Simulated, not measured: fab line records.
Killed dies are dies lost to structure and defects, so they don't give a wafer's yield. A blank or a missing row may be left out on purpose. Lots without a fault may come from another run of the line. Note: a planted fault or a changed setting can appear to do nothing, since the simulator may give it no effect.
8D (eight disciplines) problem report, filled in by code :: flow sky130 :: the parts of the form that need people (team, actions taken, sign-off) are left out

== 1. THE ISSUE ==
oes_product_au at SKY_VIA3_ETCH_15 reads a mean of 0.887 a.u. on 3 wafers of 2 lots; wafers without a fault read 0.946 a.u. with a standard deviation of 0.0052. Relative to the usual mean, that is a shift of -11 standard deviations.
The step: etches SiO2 in C4F8/O2/Ar, stops on TiN, target depth 507 nm, time 78 s.
Seen first at day 43 15:33 on rie_diel-03, wafer L122.4. The record holds 35 wafers of 12 lots with a number at this step. Rule for "out", or "out of limits": more than 4 standard deviations from the usual mean. Any other wafer with a number is counted as sound.

== 2. WHAT IT IS, WHAT IT ISN'T ==
question: which readings at this step
is: oes_product_au
is not: chamber_pressure_mTorr

question: which lots
is: L122, L124
is not: L110, L111, L113, L114, L115, L118, L119, L120, L121, L123

question: which wafers of those lots
is: L122.4, L124.4, L124.5
is not: L122.2, L122.3

question: read on which tools
is: rie_diel-03
is not: rie_diel-02, rie_diel-04

question: when
is: from day 43 15:33
is not: up to then (32 sound wafers)

== 3. SUSPECTS, AND WHAT RULES EACH OUT ==
Counting: if a tool at a process step up to the reading ran every lot that is out, it stays a suspect. Sound lots after the first of them don't rule it out here, since some wafers of a struck lot are sound.
- cmp-02 at SKY_VIA3_CMP_02 (polishes SiO2): kept. It ran every lot that is out, first L122 (day 42 16:34); its last sound lot up to then is L123 (day 42 05:05).
- rie_diel-03 at SKY_VIA3_ETCH_15 (etches SiO2 in C4F8/O2/Ar, stops on TiN, target depth 507 nm, time 78 s): kept. It ran every lot that is out, first L122 (day 43 15:33); its last sound lot up to then is L123 (day 43 04:38). Its own oes_product_au readings are out on those wafers.
Left after counting: cmp-02 at SKY_VIA3_CMP_02, rie_diel-03 at SKY_VIA3_ETCH_15.

== 4. THE CAUSE (what the simulator had put in) ==
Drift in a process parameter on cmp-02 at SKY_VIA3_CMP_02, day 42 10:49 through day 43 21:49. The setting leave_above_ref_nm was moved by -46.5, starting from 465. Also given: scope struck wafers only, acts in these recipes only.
Counting left 2 suspects, and this tool is among them.

== 5. THE CHAIN OF EFFECTS, in route order ==
Each row: a reading where the mean over the struck wafers with a number is more than 3 standard deviations away from the usual. Only readings for which the record gives a usual standard deviation are gone through. hours: the time from each lot's start at the first step in this table that gives one to its start at this step, as a median over the lots. sigmas: the change in usual standard deviations.
hours: 0
step: SKY_VIA3_ETCH_15
reading: oes_product_au
usual: 0.946 a.u.
on struck wafers: 0.887
change: -0.059
sigmas: -11
Its process steps:
- SKY_VIA3_ETCH_15: etches SiO2 in C4F8/O2/Ar, stops on TiN, target depth 507 nm, time 78 s.

== 6. WHAT WOULD HAVE CAUGHT IT SOONER ==
In this record the first reading out of limits was taken at day 43 15:33, 29 hours after the fault began at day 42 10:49.
No tool reading at SKY_VIA3_CMP_02 that has a usual standard deviation in the record was out on any struck wafer, so an alarm limit of 4 standard deviations on those readings would not have fired.
By day 43 15:33, every lot that is out (2) had started SKY_VIA3_CMP_02 on cmp-02. Tool hold at that time: it would have spared none of them.
